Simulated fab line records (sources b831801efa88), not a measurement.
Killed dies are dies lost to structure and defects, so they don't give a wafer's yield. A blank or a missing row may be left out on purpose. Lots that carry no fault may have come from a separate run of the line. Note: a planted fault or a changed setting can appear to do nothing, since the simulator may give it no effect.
What tool caused it?    flow sky130    11 lots, 33 wafers sampled, at 3 steps of a route of 708

## WHAT THE GAUGES READ, wafer by wafer
SKY_LI_CONTACT_OVL_MEAS_13. Usual: LI_CONTACT_OVL gives 1 nm (standard deviation 4.8).
lot   measured      on          LI_CONTACT_OVL (nm)  flag
L391  day 30 11:01  overlay-01  2 3 9                
L393  day 31 12:19  overlay-01  1 5 -3               
L395  day 31 15:01  overlay-01  0 1 10               
L396  day 32 14:43  overlay-02  6 -2 -1              
L398  day 33 04:40  overlay-01  3 5 10               
L400  day 34 10:17  overlay-02  -6 -4 5              
L406  day 34 17:50  overlay-01  4 -4 -9              
L408  day 35 07:40  overlay-01  -2 2 -4              
L409  day 35 08:40  overlay-01  4 2 2                
L410  day 35 18:10  overlay-01  13 6 -4              
L413  day 36 13:07  overlay-01  1 -8 3               

SKY_CONTACT_CD_MEAS_14: target cd 170 nm. Usual: cd_nm reads 169.8 nm (standard deviation 1.6).
lot   measured      on         cd_nm (nm)         flag
L391  day 32 20:30  cd_sem-01  168.8 168.5 170.2  
L393  day 33 19:19  cd_sem-02  168.9 169.7 169.5  
L395  day 33 23:48  cd_sem-02  168.2 166.9 168.0  
L396  day 34 22:48  cd_sem-01  168.2 169.5 167.6  
L398  day 35 11:22  cd_sem-02  168.8 167.6 168.7  
L400  day 36 17:11  cd_sem-01  170.9 170.0 169.1  
L406  day 37 01:49  cd_sem-01  168.5 169.3 169.0  
L408  day 37 14:03  cd_sem-01  170.3 170.7 169.7  
L409  day 37 15:36  cd_sem-01  170.6 170.1 170.5  
L410  day 37 23:52  cd_sem-01  169.6 170.6 171.2  
L413  day 38 20:27  cd_sem-02  173.3 172.1 171.9  

## WHAT TOOL EACH LOT RAN ON (gives the tool, then ch and the chambers of the sampled wafers, and finally the start)
lot   SKY_LI_CONTACT_SPUTTER_20
L391  pvd_sputter-01, day 30 11:33
L393  pvd_sputter-04, day 31 12:52
L395  pvd_sputter-04, day 31 15:33
L396  pvd_sputter-04, day 32 15:15
L398  pvd_sputter-03, day 33 05:12
L400  pvd_sputter-01, day 34 10:49
L406  pvd_sputter-03, day 34 18:22
L408  pvd_sputter-01, day 35 08:13
L409  pvd_sputter-01, day 35 09:13
L410  pvd_sputter-03, day 35 18:42
L413  pvd_sputter-03, day 36 13:40
- SKY_LI_CONTACT_SPUTTER_20: material TiN, target thk 20 nm, time 80 s.

## AS READ BY THE TOOLS THEMSELVES (means over the sampled wafers that have a number; for cases with no such wafer, the mark the record gives instead)
SKY_LI_CONTACT_SPUTTER_20. Usual: throttle_valve_pct reads 30.0 % (standard deviation 0.69).
lot   tool            throttle_valve_pct (%)  flag
L391  pvd_sputter-01  29.7                    
L393  pvd_sputter-04  30.1                    
L395  pvd_sputter-04  30.1                    
L396  pvd_sputter-04  30.2                    
L398  pvd_sputter-03  30.2                    
L400  pvd_sputter-01  29.5                    
L406  pvd_sputter-03  30.5                    
L408  pvd_sputter-01  29.2                    
L409  pvd_sputter-01  29.6                    
L410  pvd_sputter-03  30.8                    
L413  pvd_sputter-03  31.0                    

## THE ANSWER, worked out from the rows above alone
Rule: lot off if the mean of its wafers having a number is beyond 3 standard deviations from the usual mean. A lot without any number at a reading at which 4 lots or more have one is off too. Where the step has rows for the other lots, those lots are counted as sound. Order of review: gauges by route order, followed by the tools' own readings, for which a lot's mean as printed above is used. The first step at which some lot is off is used, and at that step the reading that is off furthest; a lot without a number counts as furthest.
Across all readings shown, no lot is off: no conclusion can be drawn from this.

## WHAT WAS PUT IN BY THE SIMULATOR
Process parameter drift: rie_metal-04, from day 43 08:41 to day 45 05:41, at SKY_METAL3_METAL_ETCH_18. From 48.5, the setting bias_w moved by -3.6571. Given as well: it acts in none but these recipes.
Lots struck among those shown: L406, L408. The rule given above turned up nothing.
